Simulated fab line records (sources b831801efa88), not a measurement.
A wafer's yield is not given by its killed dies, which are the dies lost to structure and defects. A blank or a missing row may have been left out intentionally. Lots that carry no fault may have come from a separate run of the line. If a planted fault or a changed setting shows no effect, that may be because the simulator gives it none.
Chamber matching | flow sky130 | rie diel-04 running SKY_FIELD_ISO_ETCH_15: 4 sister chambers
The step etches the open film in CHF3/O2, stops on Si, target depth 180 nm, time 72 s. 24 wafers are shown with their chamber, then 12 later ones without.

## WAFERS, EACH WITH ITS CHAMBER
wafer  | chamber | drypump motor current A (A) | throttle valve pct (%) | oes product au (a.u.)
L075.1 | 2       | 6.0                         | 8.844                  | 0.947
L075.3 | 3       | 6.0                         | 8.847                  | 0.950
L075.6 | 3       | 6.0                         | 8.860                  | 0.956
L077.1 | 3       | 6.1                         | 8.854                  | 0.948
L077.2 | 2       | 5.9                         | 8.849                  | 0.947
L077.5 | 3       | 6.1                         | 8.849                  | 0.949
L078.1 | 1       | 6.0                         | 8.852                  | 0.952
L078.3 | 3       | 6.0                         | 8.829                  | 0.945
L078.6 | 0       | 5.2                         | 8.838                  | 0.940
L080.2 | 3       | 6.1                         | 8.857                  | 0.949
L080.3 | 0       | 5.2                         | 8.846                  | 0.947
L080.4 | 1       | 6.0                         | 8.866                  | 0.942
L083.3 | 3       | 6.1                         | 8.855                  | 0.931
L083.4 | 0       | 5.2                         | 8.832                  | 0.943
L083.5 | 3       | 6.1                         | 8.856                  | 0.950
L084.4 | 0       | 5.2                         | 8.841                  | 0.948
L084.5 | 1       | 6.0                         | 8.853                  | 0.943
L084.6 | 0       | 5.2                         | 8.854                  | 0.945
L085.1 | 1       | 6.0                         | 8.831                  | 0.936
L085.3 | 2       | 5.9                         | 8.843                  | 0.943
L085.6 | 2       | 5.9                         | 8.849                  | 0.950
L087.1 | 0       | 5.3                         | 8.840                  | 0.951
L087.3 | 1       | 6.0                         | 8.836                  | 0.946
L087.6 | 0       | 5.2                         | 8.831                  | 0.948

SIGNATURES, as means of the wafers listed above
reading                 | chamber 0 | chamber 1 | chamber 2 | chamber 3 | scatter within a chamber
drypump motor current A | 5.214     | 6.000     | 5.925     | 6.062     | 0.0417
throttle valve pct      | 8.84029   | 8.84760   | 8.84625   | 8.85088   | 0.0097
oes product au          | 0.94600   | 0.94380   | 0.94675   | 0.94725   | 0.00552
Rule: for each reading, subtract the chamber's mean from the wafer's reading, divide by that reading's scatter and square the result; add these up over the readings and take the root, which gives the wafer's distance from the chamber. The wafer belongs to the nearest chamber; if the next one is less than 2 further off, it can't be placed. How the scatter is found: for the shown wafers, subtract from each reading the mean of its chamber, square and add these, divide the total by (wafers less chambers), then take the root.

## WAFERS WITH NO CHAMBER GIVEN
wafer  | drypump motor current A (A) | throttle valve pct (%) | oes product au (a.u.)
L089.3 | 5.9                         | 8.842                  | 0.952
L089.4 | 6.1                         | 8.850                  | 0.954
L089.5 | 5.9                         | 8.844                  | 0.955
L090.1 | 5.9                         | 8.830                  | 0.948
L090.2 | 6.0                         | 8.847                  | 0.954
L090.3 | 6.1                         | 8.839                  | 0.959
L093.2 | 5.3                         | 8.846                  | 0.951
L093.5 | 6.1                         | 8.839                  | 0.947
L093.6 | 5.9                         | 8.843                  | 0.958
L096.1 | 5.9                         | 8.859                  | 0.947
L096.5 | 5.2                         | 8.851                  | 0.953
L096.6 | 6.1                         | 8.859                  | 0.962

## WHICH CHAMBER EACH WENT THROUGH
wafer  | from the rows above          | in truth
L089.3 | can't be placed: 2 or 1      | 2
L089.4 | can't be placed: 3 or 1      | 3
L089.5 | can't be placed: 2 or 1      | 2
L090.1 | can't be placed: 2 or 1      | 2
L090.2 | can't be placed: 1 or 3 or 2 | 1
L090.3 | can't be placed: 3 or 1      | 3
L093.2 | 0                            | 0
L093.5 | can't be placed: 3 or 1      | 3
L093.6 | can't be placed: 2 or 1      | 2
L096.1 | can't be placed: 2 or 1      | 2
L096.5 | 0                            | 0
L096.6 | can't be placed: 3 or 1      | 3
Correctly placed: 2 of 12. Not placeable from these rows: 10 (in 10, the candidates include the true chamber). Number placed wrongly: 0.
